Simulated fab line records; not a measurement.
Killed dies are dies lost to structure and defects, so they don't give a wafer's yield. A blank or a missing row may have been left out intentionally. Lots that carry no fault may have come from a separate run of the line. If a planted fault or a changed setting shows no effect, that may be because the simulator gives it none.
fab line records | flow sky130
record: lots: 6 | wafers: 18 | last-day: 49
route steps=708 shown CONTACT@418 METAL1@434 PAD_OPEN@708
lots with no fault: from the same line, run without faults
start-h: hours from the record's opening day to when the first of the lot's shown wafers began | wait-h: hours since the lot's step before | " the same as in the row above | L1.1+2: a single row standing in for several wafers | - either no value or no given start | * or withheld: withheld | < > ~ a bound
route shown NAME@n: NAME is a module with steps in the file, n the number in the route of the first one | usual: average and standard deviation across the fault-free wafers | same: alike in all rows | chamber/n: place in a boat | sites: per-site readings | _std_site: standard deviation across them | _edge_site: the outer-site mean with the inner-site mean subtracted | radius-mm: how far each site lies from the wafer's centre | mask NAME#n: copy n | behind: the tool/chamber that last shaped the wafer | hold: cause of the lot's hold/its duration in hours/its outcome | device: names the non-switching transistor (n, p or np) | end of line: the tests these same wafers got at the end of their route | step lacking rows: just its recipe | killed: dies that structure and defects cost at the first sort, which is not the same as the wafer's yield | map: per-die view of a wafer (x killed, . not killed, _ where there is no die)
set.NAME: setting as actually run; set.NAME@STEP: the setting as run at that earlier step | model.NAME: the simulator's own value behind a step, which no gauge read
lots at some steps of the route; a table a step, a row a wafer
services: when a tool's chamber went out of use (start-h, in hours from the record's first day, below 0 if earlier), for how many hours, and the reason
== steps ==
step: SKY_CONTACT_PEB_12
recipe: peb-temp-c: withheld | peb-time-s: withheld | resist: KrF-thick
step: SKY_CONTACT_DEVELOP_13
recipe: develop-time-s: 60 | resist: KrF-thick | dev-temp-c: 21
step: SKY_CONTACT_CD_MEAS_14
recipe: target-cd-nm: 170
usual: cd-nm: 170.5/1.5
lot.wafer | tool      | chamber | start-h | wait-h | cd-nm
L771.2    | cd-sem-01 | -       | 786.11  | -      | 169.8
L771.4    | "         | -       | "       | "      | 168.6
L771.6    | "         | -       | "       | "      | 168.5
L772.1    | cd-sem-02 | -       | 789.31  | -      | 172.4
L772.3    | "         | -       | "       | "      | 171.6
L772.4    | "         | -       | "       | "      | 172.4
L781.1    | cd-sem-01 | -       | 850.24  | -      | 169.2
L781.2    | "         | -       | "       | "      | 171.6
L781.3    | "         | -       | "       | "      | 169.9
L782.2    | cd-sem-02 | -       | 859.31  | -      | 170.3
L782.4    | "         | -       | "       | "      | 169.6
L782.5    | "         | -       | "       | "      | 168.9
L783.1    | cd-sem-01 | -       | 862.55  | -      | 170.0
L783.2    | "         | -       | "       | "      | 169.2
L783.4    | "         | -       | "       | "      | 170.1
L785.3    | cd-sem-02 | -       | 879.04  | -      | 171.2
L785.5    | "         | -       | "       | "      | 171.2
L785.6    | "         | -       | "       | "      | 171.0
step: SKY_CONTACT_OVL_MEAS_15
usual: CONTACT_OVL: 1/5.3
lot.wafer | tool       | chamber | start-h | wait-h | CONTACT_OVL[nm]
L771.2    | overlay-01 | -       | 786.22  | 0.1    | -1
L771.4    | "          | -       | "       | "      | 0
L771.6    | "          | -       | "       | "      | -2
L772.1    | overlay-02 | -       | 789.43  | 0.1    | -6
L772.3    | "          | -       | "       | "      | 1
L772.4    | "          | -       | "       | "      | 0
L781.1    | overlay-01 | -       | 850.36  | 0.1    | 0
L781.2    | "          | -       | "       | "      | 2
L781.3    | "          | -       | "       | "      | 3
L782.2    | overlay-01 | -       | 859.42  | 0.1    | 4
L782.4    | "          | -       | "       | "      | -3
L782.5    | "          | -       | "       | "      | 1
L783.1    | overlay-02 | -       | 862.67  | 0.1    | -1
L783.2    | "          | -       | "       | "      | -2
L783.4    | "          | -       | "       | "      | 0
L785.3    | overlay-01 | -       | 879.13  | 0.1    | -4
L785.5    | "          | -       | "       | "      | 2
L785.6    | "          | -       | "       | "      | 4
step: SKY_CONTACT_ETCH_16
recipe: chemistry: N2/H2 | target: BARC | ion-energy-ev: 200 | source-w: 500 | bias-w: 100 | pressure-mtorr: 30 | n2-flow-sccm: 100 | h2-flow-sccm: 200 | stop-on: SiO2 | time-s: 45.9 | target-depth-a: 600
usual: drypump-motor-current-A: 5.6/0.43 | oes-product-au: 0.854/0.0046 | throttle-valve-pct: 13.224/0.01
same: time-s: 45.9
lot.wafer | tool        | chamber | start-h | wait-h | drypump-motor-current-A | oes-product-au | rf-hours-counter-h | throttle-valve-pct
L771.2    | rie-diel-01 | 0       | 786.25  | 0.0    | 5.3                     | 0.854          | 13                 | 13.221
L771.4    | "           | 2       | "       | "      | 5.6                     | 0.859          | 9                  | 13.234
L771.6    | "           | 0       | "       | "      | 5.3                     | 0.853          | -                  | 13.217
L772.1    | rie-diel-01 | 2       | 789.47  | 0.0    | 5.6                     | 0.850          | 9                  | 13.215
L772.3    | "           | 1       | "       | "      | 5.5                     | 0.850          | 15                 | 13.238
L772.4    | "           | 3       | "       | "      | 5.5                     | 0.846          | 18                 | 13.214
L781.1    | rie-diel-02 | 3       | 850.40  | 0.0    | 5.6                     | 0.854          | 22                 | 13.220
L781.2    | "           | 2       | "       | "      | 6.6                     | 0.856          | 14                 | 13.224
L781.3    | "           | 0       | "       | "      | 5.5                     | 0.857          | 23                 | 13.224
L782.2    | rie-diel-02 | 3       | 859.45  | 0.0    | 5.5                     | 0.854          | 22                 | 13.223
L782.4    | "           | 0       | "       | "      | 5.5                     | 0.857          | 23                 | 13.221
L782.5    | "           | 0       | "       | "      | 5.5                     | 0.851          | -                  | 13.219
L783.1    | rie-diel-04 | 0       | 862.70  | 0.0    | 6.3                     | 0.853          | 24                 | 13.237
L783.2    | "           | 3       | "       | "      | 5.8                     | 0.853          | 12                 | 13.234
L783.4    | "           | 2       | "       | "      | 6.2                     | 0.851          | 3                  | 13.219
L785.3    | rie-diel-04 | 3       | 879.15  | 0.0    | 5.8                     | 0.853          | 13                 | 13.247
L785.5    | "           | 1       | "       | "      | 4.7                     | 0.852          | -                  | 13.225
L785.6    | "           | 2       | "       | "      | 6.2                     | 0.852          | -                  | 13.234
step: SKY_CONTACT_ETCH_17
recipe: target: SiO2 | chemistry: C4F8/O2/Ar | stop-on: Si3N4 | mask-material: KrF-thick | source-w: 1500 | bias-w: 1200 | pressure-mtorr: 40 | c4f8-flow-sccm: withheld | O2_flow_sccm: 6 | Ar_flow_sccm: 300 | time-s: withheld | target-depth-a: 3400
step: SKY_CONTACT_ETCH_18
recipe: target: Si3N4 | chemistry: CHF3/O2 | stop-on: TiN | source-w: 600 | bias-w: 200 | pressure-mtorr: 40 | chf3-flow-sccm: 50 | O2_flow_sccm: 5 | time-s: 39 | target-depth-a: 750
usual: drypump-motor-current-A: 5.6/0.42 | oes-product-au: 0.854/0.008 | throttle-valve-pct: 8.794/0.0092
same: time-s: 39
lot.wafer | tool        | chamber | start-h | wait-h | drypump-motor-current-A | oes-product-au | rf-hours-counter-h | throttle-valve-pct
L771.2    | rie-diel-01 | 0       | -       | -      | 5.3                     | 0.841          | 14                 | 8.775
L771.4    | "           | 2       | "       | "      | 5.6                     | 0.850          | 9                  | 8.806
L771.6    | "           | 0       | "       | "      | 5.3                     | 0.852          | -                  | 8.770
L772.1    | rie-diel-01 | 2       | -       | -      | 5.6                     | 0.846          | 9                  | 8.788
L772.3    | "           | 1       | "       | "      | 5.5                     | 0.844          | 15                 | 8.799
L772.4    | "           | 3       | "       | "      | 5.5                     | 0.867          | 18                 | 8.790
L781.1    | rie-diel-02 | 3       | -       | -      | 5.5                     | 0.839          | 22                 | 8.779
L781.2    | "           | 2       | "       | "      | 6.5                     | 0.847          | 14                 | 8.792
L781.3    | "           | 0       | "       | "      | 5.5                     | 0.840          | 23                 | 8.788
L782.2    | rie-diel-02 | 3       | -       | -      | 5.6                     | 0.852          | 22                 | 8.796
L782.4    | "           | 0       | "       | "      | 5.5                     | 0.857          | 23                 | 8.793
L782.5    | "           | 0       | "       | "      | 5.5                     | 0.849          | -                  | 8.796
L783.1    | rie-diel-04 | 0       | -       | -      | 6.3                     | 0.849          | 24                 | 8.788
L783.2    | "           | 3       | "       | "      | 5.8                     | 0.861          | 12                 | 8.791
L783.4    | "           | 2       | "       | "      | 6.2                     | 0.864          | 4                  | 8.796
L785.3    | rie-diel-04 | 3       | -       | -      | 5.8                     | 0.843          | 13                 | 8.797
L785.5    | "           | 1       | "       | "      | 4.8                     | 0.857          | -                  | 8.782
L785.6    | "           | 2       | "       | "      | 6.2                     | 0.857          | -                  | 8.798
step: SKY_CONTACT_STRIP_19
recipe: chemistry: O2/N2 | power-w: 1400 | pressure-mtorr: 1500 | platen-temp-c: withheld | o2-flow-sccm: 3000 | n2-flow-sccm: 300 | overash-fraction: 0.5
usual: drypump-motor-current-A: 5.7/0.47 | oes-product-au: 0.381/0.0049 | strip-time-to-endpoint-s: 3.622/0.03
lot.wafer | tool            | chamber | start-h | wait-h | drypump-motor-current-A | oes-product-au | rf-hours-counter-h | strip-time-to-endpoint-s
L771.2    | plasma-asher-02 | 0       | 786.38  | -      | 6.4                     | 0.386          | 61                 | 3.581
L771.4    | "               | 1       | "       | "      | 6.0                     | 0.382          | -                  | 3.621
L771.6    | "               | 1       | "       | "      | 6.0                     | 0.387          | -                  | 3.618
L772.1    | plasma-asher-03 | 1       | 789.60  | -      | 5.3                     | 0.381          | 4                  | 3.570
L772.3    | "               | 0       | "       | "      | 5.4                     | 0.373          | -                  | 3.608
L772.4    | "               | 1       | "       | "      | 5.4                     | 0.384          | -                  | 3.629
L781.1    | plasma-asher-01 | 1       | 850.53  | -      | 5.0                     | 0.379          | 108                | 3.672
L781.2    | "               | 0       | "       | "      | 5.7                     | 0.383          | 108                | 3.665
L781.3    | "               | 0       | "       | "      | 5.7                     | 0.383          | -                  | 3.656
L782.2    | plasma-asher-02 | 0       | 859.58  | -      | 6.5                     | 0.387          | 69                 | 3.633
L782.4    | "               | 1       | "       | "      | 6.0                     | 0.384          | -                  | 3.631
L782.5    | "               | 0       | "       | "      | 6.4                     | 0.380          | -                  | 3.647
L783.1    | plasma-asher-03 | 0       | 862.84  | -      | 5.4                     | 0.377          | 12                 | 3.651
L783.2    | "               | 1       | "       | "      | 5.4                     | 0.384          | 12                 | 3.635
L783.4    | "               | 1       | "       | "      | 5.4                     | 0.381          | -                  | 3.611
L785.3    | plasma-asher-02 | 1       | 879.32  | -      | 6.0                     | 0.389          | -                  | 3.646
L785.5    | "               | 0       | "       | "      | 6.5                     | 0.384          | -                  | 3.631
L785.6    | "               | 1       | "       | "      | 6.0                     | 0.372          | -                  | 3.586
step: SKY_CONTACT_STRIP_20
recipe: chemistry: post-etch-residue-remover | time-s: 1200 | temp-c: 72.5
step: SKY_CONTACT_CLEAN_21
recipe: chemistry: IPA | time-s: 180 | temp-c: 25
step: SKY_CONTACT_CLEAN_22
recipe: chemistry: O3/DIW | dry: n2-spin
step: SKY_CONTACT_SPUTTER_23
recipe: material: TiN | target-thk-nm: 20 | chamber-pressure-pa: 5 | power-w: 4000 | time-s: 80
usual: throttle-valve-pct: 29.6/0.85
same: time-s: 80
lot.wafer | tool           | chamber | start-h | wait-h | throttle-valve-pct
L771.2    | pvd-sputter-01 | -       | 786.97  | 0.0    | 29.0
L771.4    | "              | -       | "       | "      | 28.2
L771.6    | "              | -       | "       | "      | 28.9
L772.1    | pvd-sputter-03 | -       | 790.19  | 0.0    | 29.9
L772.3    | "              | -       | "       | "      | 29.4
L772.4    | "              | -       | "       | "      | 28.9
L781.1    | pvd-sputter-01 | -       | 851.12  | 0.0    | 29.0
L781.2    | "              | -       | "       | "      | 30.2
L781.3    | "              | -       | "       | "      | 28.0
L782.2    | pvd-sputter-04 | -       | 860.17  | 0.0    | 29.5
L782.4    | "              | -       | "       | "      | 30.0
L782.5    | "              | -       | "       | "      | 29.9
L783.1    | pvd-sputter-03 | -       | 863.43  | 0.0    | 29.2
L783.2    | "              | -       | "       | "      | 29.7
L783.4    | "              | -       | "       | "      | 29.3
L785.3    | pvd-sputter-04 | -       | 879.88  | 0.0    | 30.0
L785.5    | "              | -       | "       | "      | 30.1
L785.6    | "              | -       | "       | "      | 30.8
step: SKY_CONTACT_CVD_24
recipe: material: W | target-thk-nm: 340 | time-s: 102.12 | temp-c: 400 | pressure-torr: 40
usual: heater-power-w: 872/73 | susceptor-temp-C: 400.01/0.24
lot.wafer | tool     | chamber | start-h | wait-h | heater-power-w | susceptor-temp-C | model.W_of_CONTACT_CVD_24.thk-nm
L771.2    | cvd-w-01 | 0       | 787.03  | 0.0    | 917            | 399.93           | 333.6
L771.4    | "        | 0       | "       | "      | 918            | 399.96           | 337.4
L771.6    | "        | 0       | "       | "      | 900            | 400.22           | 338.3
L772.1    | cvd-w-02 | 0       | 790.25  | 0.0    | 842            | 399.56           | 340
L772.3    | "        | 1       | "       | "      | 954            | 400.34           | 332.2
L772.4    | "        | 0       | "       | "      | 841            | 399.69           | 335.4
L781.1    | cvd-w-02 | 1       | 851.18  | 0.0    | 963            | 399.62           | 516.5
L781.2    | "        | 0       | "       | "      | 856            | 399.99           | 514.8
L781.3    | "        | 1       | "       | "      | 967            | 400.11           | 513.1
L782.2    | cvd-w-02 | 1       | 860.23  | 0.0    | 963            | 400.38           | 508
L782.4    | "        | 1       | "       | "      | 974            | 400.07           | 508.2
L782.5    | "        | 0       | "       | "      | 854            | 399.71           | 511.2
L783.1    | cvd-w-01 | 0       | 863.49  | 0.0    | 924            | 400.66           | 339.6
L783.2    | "        | 1       | "       | "      | 780            | 399.95           | 336.7
L783.4    | "        | 0       | "       | "      | 875            | 400.36           | 338
L785.3    | cvd-w-01 | 0       | 879.99  | 0.1    | 886            | 400.32           | 341.1
L785.5    | "        | 1       | "       | "      | 757            | 400.21           | 340.2
L785.6    | "        | 0       | "       | "      | 909            | 400.29           | 339
step: SKY_CONTACT_RS_MEAS_25
recipe: thk-meas-gauge: four-point-probe | reads: W_of_CONTACT_CVD_24+TiN_of_CONTACT_SPUTTER_23
usual: CONTACT_W_RS: 0.341/0.004
lot.wafer | tool          | chamber | start-h | wait-h | CONTACT_W_RS[ohm/sq]
L771.2    | film-metro-03 | -       | 787.16  | 0.1    | 0.345
L771.4    | "             | -       | "       | "      | 0.340
L771.6    | "             | -       | "       | "      | 0.339
L772.1    | film-metro-01 | -       | 790.36  | 0.1    | 0.337
L772.3    | "             | -       | "       | "      | 0.346
L772.4    | "             | -       | "       | "      | 0.342
L781.1    | film-metro-03 | -       | 851.29  | 0.1    | 0.221
L781.2    | "             | -       | "       | "      | 0.222
L781.3    | "             | -       | "       | "      | 0.223
L782.2    | film-metro-04 | -       | 860.36  | 0.1    | 0.225
L782.4    | "             | -       | "       | "      | 0.225
L782.5    | "             | -       | "       | "      | 0.224
L783.1    | film-metro-03 | -       | 863.60  | 0.1    | 0.337
L783.2    | "             | -       | "       | "      | 0.341
L783.4    | "             | -       | "       | "      | 0.340
L785.3    | film-metro-04 | -       | 880.10  | 0.1    | 0.336
L785.5    | "             | -       | "       | "      | 0.338
L785.6    | "             | -       | "       | "      | 0.339
step: SKY_CONTACT_THK_MEAS_26
recipe: thk-meas-gauge: xrf | reads: W_of_CONTACT_CVD_24
usual: CONTACT_W_THK: 341/4.2
lot.wafer | tool          | chamber | start-h | wait-h | CONTACT_W_THK[nm]
L771.2    | film-metro-03 | -       | 787.27  | 0.1    | 337
L771.4    | "             | -       | "       | "      | 343
L771.6    | "             | -       | "       | "      | 341
L772.1    | film-metro-01 | -       | 790.48  | 0.1    | 344
L772.3    | "             | -       | "       | "      | 337
L772.4    | "             | -       | "       | "      | 339
L781.1    | film-metro-03 | -       | 851.41  | 0.1    | 523
L781.2    | "             | -       | "       | "      | 525
L781.3    | "             | -       | "       | "      | 521
L782.2    | film-metro-04 | -       | 860.47  | 0.1    | 521
L782.4    | "             | -       | "       | "      | 516
L782.5    | "             | -       | "       | "      | 523
L783.1    | film-metro-03 | -       | 863.72  | 0.1    | 343
L783.2    | "             | -       | "       | "      | 339
L783.4    | "             | -       | "       | "      | 339
L785.3    | film-metro-04 | -       | 880.20  | 0.1    | 346
L785.5    | "             | -       | "       | "      | 347
L785.6    | "             | -       | "       | "      | 347
step: SKY_CONTACT_CMP_27
recipe: stop-on: SiO2 | t-overpolish-s: 15 | down-force-psi: 3.5 | platen-rpm: 60 | target-thk-nm: 0 | pad-velocity-m-s: 0.94248
usual: motor-current-A: 12.0/1 | time-to-endpoint-s: 82/3.9
lot.wafer | tool   | chamber | start-h | wait-h | motor-current-A | time-to-endpoint-s
L771.2    | cmp-01 | 2       | 787.37  | 0.1    | 11.3            | 81
L771.4    | "      | 0       | "       | "      | 12.8            | 82
L771.6    | "      | 2       | "       | "      | 11.3            | 78
L772.4    | cmp-02 | 3       | 790.54  | 0.0    | 10.5            | 87
L772.3    | "      | 0       | "       | "      | 11.6            | 79
L772.1    | "      | 2       | "       | "      | 11.9            | 82
L781.1    | cmp-01 | 1       | 851.47  | 0.1    | 13.6            | 129
L781.3    | "      | 3       | "       | "      | 11.7            | 122
L781.2    | "      | 0       | "       | "      | 13.3            | 123
L782.2    | cmp-01 | 2       | 860.52  | 0.0    | 10.9            | 118
L782.4    | "      | 0       | "       | "      | 13.1            | 125
L782.5    | "      | 3       | "       | "      | 11.6            | 124
L783.2    | cmp-02 | 2       | 863.78  | 0.0    | 11.8            | 81
L783.1    | "      | 0       | "       | "      | 11.9            | 79
L783.4    | "      | 1       | "       | "      | 11.9            | 80
L785.3    | cmp-01 | 1       | 880.24  | 0.0    | 12.9            | 89
L785.6    | "      | 1       | "       | "      | 13.6            | 87
L785.5    | "      | 2       | "       | "      | 11.2            | 82
step: SKY_METAL1_SPUTTER_00
recipe: material: Ti | target-thk-nm: 15 | power-w: 3000 | time-s: 10 | chamber-pressure-pa: 0.4
usual: throttle-valve-pct: 29.9/0.97
same: time-s: 10
lot.wafer | tool           | chamber | start-h | wait-h | throttle-valve-pct
L771.2    | pvd-sputter-04 | -       | 787.62  | 0.2    | 29.6
L771.4    | "              | -       | "       | "      | 30.4
L771.6    | "              | -       | "       | "      | 30.9
L772.1    | pvd-sputter-04 | -       | 790.84  | 0.1    | 30.6
L772.3    | "              | -       | "       | "      | 31.9
L772.4    | "              | -       | "       | "      | 29.8
L781.1    | pvd-sputter-03 | -       | 851.77  | 0.2    | 29.3
L781.2    | "              | -       | "       | "      | 29.8
L781.3    | "              | -       | "       | "      | 29.4
L782.2    | pvd-sputter-02 | -       | 860.82  | 0.2    | 29.1
L782.4    | "              | -       | "       | "      | 29.3
L782.5    | "              | -       | "       | "      | 31.6
L783.1    | pvd-sputter-04 | -       | 864.08  | 0.1    | 30.7
L783.2    | "              | -       | "       | "      | 29.9
L783.4    | "              | -       | "       | "      | 31.9
L785.3    | pvd-sputter-03 | -       | 880.54  | 0.2    | 29.5
L785.5    | "              | -       | "       | "      | 30.0
L785.6    | "              | -       | "       | "      | 29.1
step: SKY_PAD_OPEN_PROBE_99
usual: killed_at_M0_to_M3: 44/6.9 | killed_at_M4_up: 3.0/1.5 | killed-at-contacts: 24/5.2 | killed-at-front-end: 15/4.1 | killed-at-other: 0.4/0.62 | killed-dies: 87/9.6 | killed-open: 47/7 | killed-short: 40/6.2
same: gross-dies: 492 | killed-at-back-side: 0
lot.wafer | tool      | chamber | start-h | wait-h | killed_at_M0_to_M3 | killed_at_M4_up | killed-at-contacts | killed-at-front-end | killed-at-other | killed-dies | killed-open | killed-short
L771.2    | prober-01 | -       | 1114.51 | 0.1    | 40                 | 6               | 24                 | 10                  | 0               | 80          | 43          | 37
L771.4    | prober-01 | -       | 1114.61 | 0.2    | 44                 | 4               | 23                 | 19                  | 1               | 91          | 51          | 40
L771.6    | prober-01 | -       | 1114.71 | 0.2    | 50                 | 5               | 17                 | 14                  | 1               | 87          | 53          | 34
L772.1    | prober-02 | -       | 1115.96 | 0.1    | 39                 | 3               | 21                 | 13                  | 0               | 76          | 35          | 41
L772.3    | prober-02 | -       | 1116.06 | 0.2    | 53                 | 2               | 19                 | 11                  | 0               | 85          | 51          | 34
L772.4    | prober-02 | -       | 1116.11 | 0.2    | 36                 | 1               | 24                 | 11                  | 0               | 72          | 29          | 43
L781.1    | prober-01 | -       | 1160.12 | 0.1    | 52                 | 3               | 34                 | 12                  | 0               | 101         | 64          | 37
L781.2    | prober-01 | -       | 1160.17 | 0.1    | 47                 | 0               | 20                 | 25                  | 0               | 92          | 51          | 41
L781.3    | prober-01 | -       | 1160.22 | 0.2    | 46                 | 5               | 27                 | 16                  | 0               | 94          | 56          | 38
L783.1    | prober-02 | -       | 1165.69 | 0.1    | 37                 | 3               | 13                 | 14                  | 0               | 67          | 34          | 33
L783.2    | prober-02 | -       | 1165.74 | 0.1    | 50                 | 3               | 16                 | 9                   | 0               | 78          | 45          | 33
L783.4    | prober-02 | -       | 1165.84 | 0.2    | 46                 | 4               | 17                 | 11                  | 1               | 79          | 43          | 36
L782.2    | prober-01 | -       | 1166.96 | 0.1    | 37                 | 4               | 34                 | 25                  | 0               | 100         | 58          | 42
L782.4    | prober-01 | -       | 1167.06 | 0.2    | 50                 | 5               | 30                 | 25                  | 0               | 110         | 57          | 53
L782.5    | prober-01 | -       | 1167.11 | 0.2    | 38                 | 4               | 21                 | 15                  | 0               | 78          | 48          | 30
L785.3    | prober-02 | -       | 1177.44 | 0.2    | 51                 | 5               | 13                 | 9                   | 0               | 78          | 42          | 35
L785.5    | prober-02 | -       | 1177.54 | 0.2    | 42                 | 2               | 21                 | 13                  | 0               | 78          | 38          | 38
L785.6    | prober-02 | -       | 1177.59 | 0.2    | 48                 | 1               | 22                 | 14                  | 0               | 85          | 46          | 38
killed by level:class
L771.2 CONTACT:geometric-particle:open=12 METAL2:geometric-particle:short=8 CONTACT:geometric-particle:short=6 VIA1:geometric-particle:open=6 METAL4:geometric-particle:short=6 LI_CONTACT:geometric-particle:open=5 VIA2:geometric-particle:short=5 VIA2:geometric-particle:open=5
L771.4 VIA1:geometric-particle:open=10 FIELD_ISO:geometric-particle:open=8 LI_CONTACT:geometric-particle:open=8 CONTACT:geometric-particle:open=7 FIELD_ISO:geometric-particle:short=6 METAL1:geometric-particle:short=6 METAL2:geometric-particle:short=6 CONTACT:geometric-particle:short=4
L771.6 VIA1:geometric-particle:open=14 CONTACT:geometric-particle:open=9 METAL2:geometric-particle:short=7 POLY_GATE:geometric-particle:open=6 VIA2:geometric-particle:open=6 VIA3:geometric-particle:open=5 LOCAL_INTERCONNECT:geometric-particle:short=4 VIA1:geometric-particle:short=4
L772.1 METAL1:geometric-particle:short=7 METAL2:geometric-particle:short=6 CONTACT:geometric-particle:open=5 CONTACT:geometric-particle:short=5 VIA3:geometric-particle:open=5 LI_CONTACT:geometric-particle:short=4 VIA2:geometric-particle:short=4 VIA1:geometric-particle:open=4
L772.3 VIA1:geometric-particle:open=10 CONTACT:geometric-particle:open=8 VIA3:geometric-particle:open=8 VIA2:geometric-particle:open=7 POLY_GATE:geometric-particle:open=5 METAL1:geometric-particle:short=5 VIA1:geometric-particle:short=5 METAL3:geometric-particle:short=4
L772.4 METAL1:geometric-particle:short=7 VIA1:geometric-particle:open=7 LI_CONTACT:geometric-particle:open=6 LI_CONTACT:geometric-particle:short=6 VIA2:geometric-particle:short=6 VIA1:geometric-particle:short=5 CONTACT:geometric-particle:open=5 CONTACT:geometric-particle:short=4
L781.1 CONTACT:geometric-particle:open=16 VIA1:geometric-particle:open=16 VIA2:geometric-particle:open=8 FIELD_ISO:geometric-particle:open=7 LI_CONTACT:geometric-particle:open=7 VIA3:geometric-particle:short=7 METAL1:geometric-particle:short=5 LOCAL_INTERCONNECT:geometric-particle:short=4
L781.2 VIA3:geometric-particle:open=9 VIA1:geometric-particle:open=8 CONTACT:geometric-particle:open=7 METAL2:geometric-particle:short=7 FIELD_ISO:geometric-particle:short=6 FIELD_ISO:geometric-particle:open=6 POLY_GATE:geometric-particle:short=6 POLY_GATE:geometric-particle:open=5
L781.3 VIA3:geometric-particle:open=12 CONTACT:geometric-particle:open=10 VIA1:geometric-particle:open=10 CONTACT:geometric-particle:short=7 METAL1:geometric-particle:short=7 FIELD_ISO:geometric-particle:open=6 LI_CONTACT:geometric-particle:open=5 FIELD_ISO:geometric-particle:short=4
L783.1 VIA3:geometric-particle:open=8 POLY_GATE:geometric-particle:short=5 METAL1:geometric-particle:short=5 VIA1:geometric-particle:open=5 METAL2:geometric-particle:short=5 LI_CONTACT:geometric-particle:open=4 CONTACT:geometric-particle:open=4 VIA2:geometric-particle:open=4
L783.2 VIA1:geometric-particle:open=11 VIA2:geometric-particle:open=11 CONTACT:geometric-particle:open=9 METAL1:geometric-particle:short=9 METAL2:geometric-particle:short=5 VIA2:geometric-particle:short=5 FIELD_ISO:geometric-particle:open=3 CONTACT:geometric-particle:short=3
L783.4 VIA2:geometric-particle:open=8 VIA1:geometric-particle:open=8 LI_CONTACT:geometric-particle:open=7 METAL1:geometric-particle:short=7 VIA1:geometric-particle:short=7 VIA3:geometric-particle:open=5 FIELD_ISO:geometric-particle:open=4 CONTACT:geometric-particle:open=4
L782.2 CONTACT:geometric-particle:open=15 POLY_GATE:geometric-particle:open=9 LI_CONTACT:geometric-particle:open=7 FIELD_ISO:geometric-particle:open=6 CONTACT:geometric-particle:short=6 VIA1:geometric-particle:open=6 LOCAL_INTERCONNECT:geometric-particle:short=5 VIA2:geometric-particle:open=5
L782.4 VIA2:geometric-particle:open=10 CONTACT:geometric-particle:open=10 LOCAL_INTERCONNECT:geometric-particle:short=9 VIA1:geometric-particle:open=9 VIA3:geometric-particle:open=8 CONTACT:geometric-particle:short=7 FIELD_ISO:geometric-particle:open=6 POLY_GATE:geometric-particle:open=6
L782.5 CONTACT:geometric-particle:open=10 VIA3:geometric-particle:open=7 LI_CONTACT:geometric-particle:open=6 VIA2:geometric-particle:open=6 VIA1:geometric-particle:open=6 FIELD_ISO:geometric-particle:open=4 POLY_GATE:geometric-particle:short=4 FIELD_ISO:geometric-particle:short=3
L785.3 VIA1:geometric-particle:open=17 CONTACT:geometric-particle:open=6 METAL2:geometric-particle:short=5 METAL1:geometric-particle:short=5 VIA3:geometric-particle:short=5 VIA2:geometric-particle:open=4 VIA2:geometric-particle:short=4 METAL4:geometric-particle:short=4
L785.5 CONTACT:geometric-particle:open=9 VIA3:geometric-particle:open=7 VIA1:geometric-particle:open=6 METAL2:geometric-particle:short=6 VIA2:geometric-particle:short=6 VIA2:geometric-particle:open=5 FIELD_ISO:geometric-particle:short=4 POLY_GATE:geometric-particle:short=4
L785.6 VIA1:geometric-particle:open=11 METAL2:geometric-particle:short=9 LI_CONTACT:geometric-particle:open=8 METAL1:geometric-particle:short=7 VIA3:geometric-particle:open=6 VIA2:geometric-particle:open=6 CONTACT:geometric-particle:open=5 VIA3:geometric-particle:short=5
== services ==
tool            | chamber | start-h | hours | kind
cvd-w-02        | 1       | 763.57  | 2.5   | repair
pvd-sputter-03  | -       | 766.60  | 3.1   | repair
rie-diel-02     | -       | 771.30  | 14.6  | pm
cvd-w-02        | 1       | 794.45  | 1.2   | repair
rie-diel-01     | -       | 794.66  | 0.3   | repair
rie-diel-01     | 0       | 804.37  | 5.6   | repair
cmp-01          | -       | 804.65  | 1.5   | repair
cmp-01          | -       | 807.68  | 1.6   | repair
cmp-02          | -       | 818.48  | 1.7   | repair
plasma-asher-01 | -       | 819.21  | 1.2   | repair
rie-diel-04     | 3       | 820.79  | 5.2   | repair
plasma-asher-01 | -       | 822.79  | 4.0   | pm
cmp-01          | -       | 826.36  | 5.6   | pm
pvd-sputter-04  | 1       | 826.50  | -     | consumable-replace:kit
rie-diel-01     | 0       | 831.12  | 6.0   | repair
rie-diel-04     | 3       | 839.37  | 5.7   | repair
cvd-w-02        | 1       | 851.96  | 3.1   | repair
plasma-asher-03 | -       | 855.42  | 2.8   | pm
cmp-02          | -       | 865.42  | 4.4   | repair
pvd-sputter-04  | -       | 865.95  | 3.0   | repair
rie-diel-02     | -       | 868.98  | 2.8   | pm
pvd-sputter-01  | -       | 870.55  | 4.3   | repair
rie-diel-02     | 3       | 872.00  | 12.6  | repair
cmp-02          | -       | 874.84  | 6.2   | pm
== key ==
first-sign: step: SKY_CONTACT_RS_MEAS_25 | reading: CONTACT_W_RS | direction: down | sigmas: 29 | usual: 0.341 | struck: 0.223
effect: step: SKY_CONTACT_THK_MEAS_26 | reading: CONTACT_W_THK | direction: up | sigmas: 43 | usual: 341 | struck: 522
effect: step: SKY_CONTACT_CMP_27 | reading: time-to-endpoint-s | direction: up | sigmas: 11 | usual: * | struck: *
model-effect: step: SKY_CONTACT_CVD_24 | value: W_of_CONTACT_CVD_24.thk-nm | without: 334.9 | struck: 512
met-at SKY_CONTACT_CVD_24
struck-wafers L781.1,L781.2,L781.3,L782.2,L782.4,L782.5
tester-left-out L781,L782
onset-between 790.25 851.18
also-fits SKY_CONTACT_ETCH_16:rie-diel-02,SKY_CONTACT_ETCH_18:rie-diel-02
fault: kind: process-parameter-drift | tool: cvd-w-02 | chamber: - | onset-h: 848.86 | steps: SKY_CONTACT_CVD_24 | channel: target-thk-nm | offset: 178.09 | shape: step | end-h: 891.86 | acts-in: these-recipes-only | stated: 340
tester-left-out: of these lots the tester's yield and bins aren't shown, on N5 and GAA mostly nor the transistor test; their killed dies are dies lost to structure and defects alone, not to doping, threshold or leakage, so they don't give the yield
